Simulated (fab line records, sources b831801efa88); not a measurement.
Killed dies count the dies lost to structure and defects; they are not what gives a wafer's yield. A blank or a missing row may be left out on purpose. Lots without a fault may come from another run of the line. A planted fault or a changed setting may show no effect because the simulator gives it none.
Matching of chambers :: flow gf180mcu :: GF_CONTACT_CMP_27 on cmp-01: 4 sister chambers
The step polishes, stops on SiO2, t overpolish 15 s, target thk 0 nm. 16 wafers are shown with their chamber, then 7 later ones without.

== EACH WAFER AND ITS CHAMBER ==
wafer: L695.1
chamber: 2
motor_current_A (A): 10.6
time_to_endpoint_s (s): 72.4
edge_zone_pressure_frac: 0.999

wafer: L695.5
chamber: 0
motor_current_A (A): 9.9
time_to_endpoint_s (s): 73.4
edge_zone_pressure_frac: 1.007

wafer: L695.6
chamber: 1
motor_current_A (A): 10.5
time_to_endpoint_s (s): 74.0
edge_zone_pressure_frac: 1.007

wafer: L696.4
chamber: 0
motor_current_A (A): 9.9
time_to_endpoint_s (s): 76.2
edge_zone_pressure_frac: 0.998

wafer: L696.5
chamber: 1
motor_current_A (A): 11.2
time_to_endpoint_s (s): 71.9
edge_zone_pressure_frac: 0.990

wafer: L696.6
chamber: 2
motor_current_A (A): 10.6
time_to_endpoint_s (s): 73.1
edge_zone_pressure_frac: 0.993

wafer: L698.1
chamber: 1
motor_current_A (A): 10.8
time_to_endpoint_s (s): 74.7
edge_zone_pressure_frac: 0.995

wafer: L698.3
chamber: 2
motor_current_A (A): 10.5
time_to_endpoint_s (s): 73.9
edge_zone_pressure_frac: 1.005

wafer: L698.5
chamber: 0
motor_current_A (A): 10.1
time_to_endpoint_s (s): 74.8
edge_zone_pressure_frac: 1.001

wafer: L700.2
chamber: 2
motor_current_A (A): 10.2
time_to_endpoint_s (s): 75.0
edge_zone_pressure_frac: 1.002

wafer: L700.4
chamber: 1
motor_current_A (A): 10.9
time_to_endpoint_s (s): 74.1
edge_zone_pressure_frac: 1.001

wafer: L700.6
chamber: 3
motor_current_A (A): 10.4
time_to_endpoint_s (s): 72.6
edge_zone_pressure_frac: 0.996

wafer: L702.2
chamber: 1
motor_current_A (A): 10.9
time_to_endpoint_s (s): 71.8
edge_zone_pressure_frac: 0.999

wafer: L702.3
chamber: 3
motor_current_A (A): 9.8
time_to_endpoint_s (s): 69.6
edge_zone_pressure_frac: 0.995

wafer: L702.6
chamber: 3
motor_current_A (A): 9.7
time_to_endpoint_s (s): 73.4
edge_zone_pressure_frac: 1.005

wafer: L707.1
chamber: 1
motor_current_A (A): 11.1
time_to_endpoint_s (s): 74.9
edge_zone_pressure_frac: 0.999

SIGNATURES (averages over the wafers above)
reading: motor_current_A
chamber 0: 9.967
chamber 1: 10.900
chamber 2: 10.475
chamber 3: 9.967
scatter within a chamber: 0.245

reading: time_to_endpoint_s
chamber 0: 74.800
chamber 1: 73.567
chamber 2: 73.600
chamber 3: 71.867
scatter within a chamber: 1.45

reading: edge_zone_pressure_frac
chamber 0: 1.00200
chamber 1: 0.99850
chamber 2: 0.99975
chamber 3: 0.99867
scatter within a chamber: 0.00536
Rule: a wafer lies at a distance from a chamber equal to the root of the sum of squares, over the readings, of (its reading less the chamber's mean, divided by the reading's scatter). The wafer belongs to the nearest chamber; if the next one is less than 2 further off, it can't be placed. The scatter is the square root of a quotient: the sum, over the shown wafers, of each reading's squared deviation from its chamber's mean, divided by wafers minus chambers.

== WAFERS WITHOUT THEIR CHAMBER ==
wafer: L707.2
motor_current_A (A): 10.4
time_to_endpoint_s (s): 73.3
edge_zone_pressure_frac: 0.998

wafer: L707.4
motor_current_A (A): 10.2
time_to_endpoint_s (s): 74.2
edge_zone_pressure_frac: 1.000

wafer: L709.2
motor_current_A (A): 10.0
time_to_endpoint_s (s): 70.6
edge_zone_pressure_frac: 0.994

wafer: L709.3
motor_current_A (A): 11.0
time_to_endpoint_s (s): 72.0
edge_zone_pressure_frac: 0.993

wafer: L709.5
motor_current_A (A): 10.1
time_to_endpoint_s (s): 73.5
edge_zone_pressure_frac: 0.996

wafer: L710.1
motor_current_A (A): 10.6
time_to_endpoint_s (s): 76.1
edge_zone_pressure_frac: 0.995

wafer: L710.3
motor_current_A (A): 9.7
time_to_endpoint_s (s): 68.9
edge_zone_pressure_frac: 1.008

== WHICH CHAMBER EACH WENT THROUGH ==
wafer: L707.2
from the rows above: can't be placed: 2 or 3 or 1 or 0
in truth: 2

wafer: L707.4
from the rows above: can't be placed: 0 or 2 or 3 or 1
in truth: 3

wafer: L709.2
from the rows above: can't be placed: 3 or 2
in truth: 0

wafer: L709.3
from the rows above: can't be placed: 1 or 2
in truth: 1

wafer: L709.5
from the rows above: can't be placed: 3 or 0 or 2 or 1
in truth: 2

wafer: L710.1
from the rows above: can't be placed: 2 or 1 or 0 or 3
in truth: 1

wafer: L710.3
from the rows above: can't be placed: 3 or 0 or 2
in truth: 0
Correctly placed: 0 of 7. From these rows, 7 cannot be placed; in 6 the true chamber is one of the candidates. Placed wrongly: 0.
